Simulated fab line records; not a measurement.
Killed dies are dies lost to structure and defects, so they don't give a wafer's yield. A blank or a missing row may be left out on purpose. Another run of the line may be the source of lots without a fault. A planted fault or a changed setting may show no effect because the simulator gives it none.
A struck lot beside a sound one	flow sky130	43 steps out of a route of 708
Sound: the wafers L189.3, L189.4, L189.5. Struck: wafer L197.2 (left out: L197.3, L197.6 of the same lot, which were not struck); the cause appears at the end.
Each step with rows lists, per side, the tool, then ch with its chambers, then its first start. Under that, the readings that differ: sound wafers	struck wafers	difference of the means	sigmas: that difference in standard deviations of wafers without a fault.
alike: readings whose means differ by less than 2 such deviations, and words and numbers that are the same on both sides. not compared: withheld readings, readings that some wafer has no value for, bounds like >300 that may hide the same value, and numbers for which the record gives no deviation and whose values overlap.
The two part at a step that has a row with sigmas, a row that says differs or no value, or rows on one side only. When numbers do not overlap yet have no deviation, they are printed without sigmas and do not part them. A reading that every wafer of one side lacks parts them only if that side has two wafers or more.

SKY_METAL3_CD_MEAS_13: target cd 300 nm.
  sound: cdSem-01 at day 41 14:14; struck: cdSem-02 at day 43 22:42
  alike: cdNm
SKY_METAL3_OVL_MEAS_14:
  sound: overlay-01 at day 41 14:19; struck: overlay-02 at day 43 22:48
  alike: METAL3_OVL
SKY_METAL3_DESCUM_15: chemistry O2, time 8 s.
  sound on rieMetal-03 ch 0,1, day 41 14:21; struck on rieMetal-02 ch 1, day 43 22:50
reading	sound	struck	difference	sigmas
rfHoursCounterH (h)	- - -	9	no value on the sound wafers	
  alike: drypumpMotorCurrentA, oesProductAu, tempC
then, 8 steps without rows for these wafers: SKY_METAL3_ETCH_16 (etches BARC in N2/H2, stops on SiO2, time 88.2 s, target depth 60 nm); SKY_METAL3_ETCH_17 (etches SiO2 in C4F8/O2/Ar, stops on TiN, time 3.9 s, target depth 15 nm); SKY_METAL3_METAL_ETCH_18 (etches the open film in Cl2/BCl3, stops on SiO2, target depth 845 nm, time 183.1 s); SKY_METAL3_STRIP_19 (strips in O2/N2); SKY_METAL3_STRIP_20 (strips in post etch residue remover, time 1200 s); SKY_METAL3_CLEAN_21 (cleans in IPA, time 180 s); SKY_METAL3_CLEAN_22 (cleans in O3/DIW); SKY_VIA3_HDPCVD_00 (deposits SiO2, target thk 1635 nm, time 272.5 s).
SKY_VIA3_THK_MEAS_01:
  sound: filmMetro-02 at day 41 15:27; struck: filmMetro-02 at day 43 23:56
  alike: VIA3_HDPCVD_THK
SKY_VIA3_CMP_02: polishes SiO2.
  sound on cmp-02 ch 0,1,2, day 41 15:29; struck on cmp-02 ch 1, day 44 00:02
reading	sound	struck	difference	sigmas
model.SiO2_of_VIA3_HDPCVD_00.thkNm (nm)	463.4 465.3 464.7	418.4	-46.1	
  alike: motorCurrentA
SKY_VIA3_BOW_MEAS_03:
  sound: filmMetro-04 at day 41 15:50; struck: filmMetro-04 at day 44 00:37
  not compared: hold, VIA3_BOW
then, 7 steps without rows for these wafers: SKY_VIA3_HMDS_05 (prime time 60 s); SKY_VIA3_COAT_06 (resist thk 60 nm); SKY_VIA3_COAT_07 (resist thk 450 nm); SKY_VIA3_SOFTBAKE_08 (time 90 s); SKY_VIA3_EXPOSE_09 (exposes mask VIM3, target cd 200 nm); SKY_VIA3_PEB_10; SKY_VIA3_DEVELOP_11 (develop time 60 s).
SKY_VIA3_CD_MEAS_12: target cd 200 nm.
  sound: cdSem-01 at day 42 14:29; struck: cdSem-01 at day 44 22:32
  alike: cdNm
SKY_VIA3_OVL_MEAS_13:
  sound: overlay-01 at day 42 14:34; struck: overlay-01 at day 44 22:39
  alike: VIA3_OVL
then, 1 step without rows for these wafers: SKY_VIA3_ETCH_14 (etches BARC in N2/H2, stops on SiO2, time 45.9 s, target depth 60 nm).
SKY_VIA3_ETCH_15: etches SiO2 in C4F8/O2/Ar, stops on TiN, target depth 507 nm, time 78 s.
  sound on rieDiel-01 ch 0,1, day 42 14:38; struck on rieDiel-03 ch 3, day 44 22:43
reading	sound	struck	difference	sigmas
oesProductAu (a.u.)	0.952 0.940 0.940	0.894	-0.050	-11
model.etch.depthNm (nm)	463.4 465.3 464.7	418.4	-46.1	
model.VIA3.featureDepthNm (nm)	463.4 465.3 464.7	418.4	-46.1	
  not compared: rfHoursCounterH
then, 5 steps without rows for these wafers: SKY_VIA3_STRIP_16 (strips in O2/N2); SKY_VIA3_STRIP_17 (strips in post etch residue remover, time 1200 s); SKY_VIA3_CLEAN_18 (cleans in IPA, time 180 s); SKY_VIA3_CLEAN_19 (cleans in O3/DIW); SKY_VIA3_SPUTTER_20 (material TiN, target thk 20 nm, time 80 s).
SKY_VIA3_CVD_21: deposits W, target thk 390 nm, time 117.31 s.
  sound on cvdW-01 ch 0,1, day 42 15:25; struck on cvdW-01 ch 0, day 44 23:28
  alike: heaterPowerW
SKY_VIA3_RS_MEAS_22: the measuring method here is four-point-probe.
  sound: filmMetro-04 at day 42 15:32; struck: filmMetro-01 at day 44 23:36
  alike: VIA3_W_RS
SKY_VIA3_THK_MEAS_23: measures by xrf.
  sound: filmMetro-04 at day 42 15:38; struck: filmMetro-01 at day 44 23:43
  alike: VIA3_W_THK
SKY_VIA3_CMP_24: polishes, stops on SiO2, t overpolish 20 s, target thk 0 nm.
  sound on cmp-02 ch 1,3, day 42 15:41; struck on cmp-02 ch 1, day 44 23:46
  alike: motorCurrentA
SKY_METAL4_SPUTTER_00: material Ti, target thk 15 nm, time 10 s.
  sound: pvdSputter-04 at day 42 15:59; struck: pvdSputter-02 at day 45 00:04
  alike: cathodeDcPowerW, throttleValvePct
SKY_METAL4_SPUTTER_01: material TiN, target thk 20 nm, time 16.7 s.
  sound: pvdSputter-04 at day 42 16:00; struck: pvdSputter-02 at day 45 00:05
  alike: cathodeDcPowerW, throttleValvePct
then, 4 steps without rows for these wafers: SKY_METAL4_SPUTTER_02 (material AlCu, target thk 735 nm, time 39.1 s); SKY_METAL4_SPUTTER_03 (material Ti, target thk 5 nm, time 3.365 s); SKY_METAL4_SPUTTER_04 (material TiN, target thk 70 nm, time 58.3 s); SKY_CAP2M_CVD_00 (deposits SiO2, target thk 15.5 nm).
SKY_CAP2M_THK_MEAS_01:
  sound: filmMetro-03 at day 42 16:11; struck: filmMetro-03 at day 45 00:14
  alike: CAP2M_CVD_00_THK
SKY_METAL4_METAL_ETCH_18: etches the open film in Cl2/BCl3, stops on SiO2, target depth 845 nm, time 183.1 s.
  sound on rieMetal-04 ch 0,1, day 44 13:32; struck on rieMetal-03 ch 0, day 46 18:38
reading	sound	struck	difference	sigmas
rfHoursCounterH (h)	- - -	5	no value on the sound wafers	
model.SiO2_of_VIA3_HDPCVD_00.thkNm (nm)	433.5 435.7 434.9	388.7	-46.0	
  alike: drypumpMotorCurrentA, oesProductAu, throttleValvePct
after that, 1 step had no rows for these wafers: SKY_PAD_OPEN_PROBE_99.

## WHERE THEY PART
First at SKY_METAL3_DESCUM_15; last, within this record, at SKY_METAL4_METAL_ETCH_18.

WHY: what the simulator had put in
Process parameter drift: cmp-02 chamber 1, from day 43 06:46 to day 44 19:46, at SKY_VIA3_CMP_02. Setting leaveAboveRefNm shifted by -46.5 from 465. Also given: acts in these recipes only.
